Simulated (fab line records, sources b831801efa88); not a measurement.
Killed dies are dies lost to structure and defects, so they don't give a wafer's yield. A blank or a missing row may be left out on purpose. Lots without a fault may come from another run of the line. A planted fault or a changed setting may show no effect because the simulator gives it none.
Which tool did it? | flow sky130 | 13 lots, 39 wafers sampled, at 5 steps of a route of 708

WHAT THE GAUGES READ, wafer by wafer
SKY_NWELL_TW_MEAS_15.
lot  | measured    | on            | NWELL_TW
L339 | day 4 14:41 | film_metro-01 | 1830 1834 1838
L340 | day 4 20:19 | film_metro-01 | 1823 1833 1832
L341 | day 5 00:25 | film_metro-03 | 1856 1852 1848
L342 | day 5 07:53 | film_metro-02 | 1835 1839 1838
L343 | day 5 10:37 | film_metro-02 | 1831 1833 1831
L344 | day 5 16:29 | film_metro-03 | 1861 1869 1874
L345 | day 6 02:07 | film_metro-01 | 1838 1837 1840
L348 | day 7 12:34 | film_metro-01 | 1826 1826 1830
L351 | day 8 04:20 | film_metro-02 | 1851 1844 1834
L357 | day 8 21:25 | film_metro-02 | 1828 1824 1833
L356 | day 8 22:55 | film_metro-03 | 1852 1848 1844
L358 | day 9 06:44 | film_metro-01 | 1839 1822 1833
L360 | day 9 21:05 | film_metro-02 | 1815 1820 1831

SKY_NWELL_RS_MEAS_29: measures by four-point-probe.
lot  | measured     | on            | NWELL_RS (ohm/sq)
L339 | day 5 07:06  | film_metro-03 | 625.4 624.3 623.8
L340 | day 5 13:00  | film_metro-01 | 627.0 626.6 627.6
L341 | day 5 17:52  | film_metro-01 | 624.0 624.8 624.2
L342 | day 6 01:57  | film_metro-02 | 624.7 624.8 624.9
L343 | day 6 03:40  | film_metro-03 | 623.7 625.6 624.1
L344 | day 6 11:34  | film_metro-03 | 624.8 623.5 623.7
L345 | day 6 22:02  | film_metro-01 | 593.0 595.3 595.3
L348 | day 8 09:43  | film_metro-03 | 627.7 627.9 627.1
L351 | day 8 23:32  | film_metro-03 | 594.8 594.3 594.9
L357 | day 9 18:23  | film_metro-02 | 623.5 623.1 623.6
L356 | day 9 20:39  | film_metro-02 | 623.3 626.5 626.5
L358 | day 10 04:59 | film_metro-01 | 624.3 626.9 627.4
L360 | day 10 19:23 | film_metro-01 | 626.3 626.3 625.5

SKY_VT_ADJUST_LVTN_OVL_MEAS_07.
lot  | measured     | on         | VT_ADJUST_LVTN_OVL (nm)
L339 | day 6 20:01  | overlay-02 | 0.9 1.0 1.5
L340 | day 7 01:43  | overlay-01 | -1.1 -1.7 -1.3
L341 | day 7 09:19  | overlay-01 | -0.9 0.0 -0.1
L342 | day 7 17:13  | overlay-01 | -2.1 -0.1 -0.6
L343 | day 7 19:49  | overlay-01 | -1.7 0.5 -0.2
L344 | day 8 03:28  | overlay-01 | -2.4 -3.2 -2.2
L345 | day 8 14:20  | overlay-02 | -0.3 1.8 3.4
L348 | day 10 03:08 | overlay-01 | -1.1 -0.9 -0.3
L351 | day 10 18:40 | overlay-01 | -2.9 -2.4 -2.1
L357 | day 11 14:38 | overlay-02 | 3.0 1.8 -1.3
L356 | day 11 18:25 | overlay-01 | 0.9 0.1 -0.7
L358 | day 12 02:55 | overlay-02 | -3.9 -0.9 -1.2
L360 | day 12 17:52 | overlay-02 | 0.0 -0.1 -0.6

WHICH TOOL RAN EACH LOT (tool, then ch and the chambers of the sampled wafers, then the start)
lot  | SKY_DNWELL_STRIP_08                 | SKY_NWELL_IMPLANT_12
L339 | plasma_asher-01 ch 0,1, day 3 05:28 | implanter-03 ch 0, day 4 14:17
L340 | plasma_asher-01 ch 1, day 3 10:55   | implanter-03 ch 0, day 4 19:55
L341 | plasma_asher-04 ch 0,1, day 3 14:55 | implanter-03 ch 0, day 5 00:02
L342 | plasma_asher-03 ch 1, day 3 22:16   | implanter-04 ch 0, day 5 07:29
L343 | plasma_asher-04 ch 0,1, day 4 02:37 | implanter-04 ch 0, day 5 10:13
L344 | plasma_asher-03 ch 0, day 4 07:07   | implanter-01 ch 0, day 5 16:05
L345 | plasma_asher-01 ch 0,1, day 4 14:43 | implanter-04 ch 0, day 6 01:19
L348 | plasma_asher-04 ch 0,1, day 5 22:19 | implanter-03 ch 0, day 7 12:13
L351 | plasma_asher-03 ch 0,1, day 6 11:08 | implanter-01 ch 0, day 8 03:26
L357 | plasma_asher-01 ch 0,1, day 7 04:32 | implanter-03 ch 0, day 8 21:02
L356 | plasma_asher-01 ch 0,1, day 7 05:13 | implanter-03 ch 0, day 8 22:31
L358 | plasma_asher-01 ch 0,1, day 7 15:10 | implanter-01 ch 0, day 9 06:20
L360 | plasma_asher-01 ch 1, day 7 23:49   | implanter-03 ch 0, day 9 20:41
- SKY_DNWELL_STRIP_08: strips in O2/N2.
- SKY_NWELL_IMPLANT_12

WHAT THE TOOLS THEMSELVES READ (means of the sampled wafers that have a number; where no wafer has one, the mark that the record gives instead)
SKY_DNWELL_STRIP_08.
lot  | tool            | drypump_motor_current_A (A) | oes_product_au (a.u.) | strip_time_to_endpoint_s (s)
L339 | plasma_asher-01 | 5.3                         | 0.722                 | 37.07
L340 | plasma_asher-01 | 5.3                         | 0.723                 | 36.73
L341 | plasma_asher-04 | 5.9                         | 0.725                 | 36.76
L342 | plasma_asher-03 | 5.9                         | 0.719                 | 36.76
L343 | plasma_asher-04 | 5.8                         | 0.720                 | 36.90
L344 | plasma_asher-03 | 6.2                         | 0.717                 | 36.76
L345 | plasma_asher-01 | 5.3                         | 0.726                 | 36.94
L348 | plasma_asher-04 | 5.8                         | 0.727                 | 37.06
L351 | plasma_asher-03 | 6.0                         | 0.717                 | 36.91
L357 | plasma_asher-01 | 5.3                         | 0.717                 | 36.91
L356 | plasma_asher-01 | 5.3                         | 0.723                 | 36.84
L358 | plasma_asher-01 | 5.4                         | 0.720                 | 37.08
L360 | plasma_asher-01 | 5.3                         | 0.720                 | 36.75

THE ANSWER, worked out from the rows above alone
Rule: what is usual is taken from the lots themselves. Put in order of their means at a reading, lots are off if they are a third of the lots or fewer, leave a main group of 4 or more, and stand apart from it by a gap of 3 or more times the standard deviation of the main group's means; of several such gaps the widest counts. A main group whose means are all the same, to the digits that the tables above print for the reading, isn't used. A lot without any number at a reading at which 4 lots or more have one is off too. The other lots that the step has rows for count as sound. The gauges are gone through in route order, then the tools' own readings, and for those a lot's mean is taken as printed above. The first step at which some lot is off is used, and at that step the reading that is off furthest; a lot without a number counts as furthest.
Off: L345, L351, at SKY_NWELL_RS_MEAS_29 (NWELL_RS). The main group: mean 625.3 ohm/sq, standard deviation 1.3.
A tool fits if, at a process step before that reading, it ran every lot that is off, and no sound lot after the first of them. The gauges at SKY_NWELL_RS_MEAS_29 are tried like those tools. None of those tried fits.

WHAT THE SIMULATOR HAD PUT IN
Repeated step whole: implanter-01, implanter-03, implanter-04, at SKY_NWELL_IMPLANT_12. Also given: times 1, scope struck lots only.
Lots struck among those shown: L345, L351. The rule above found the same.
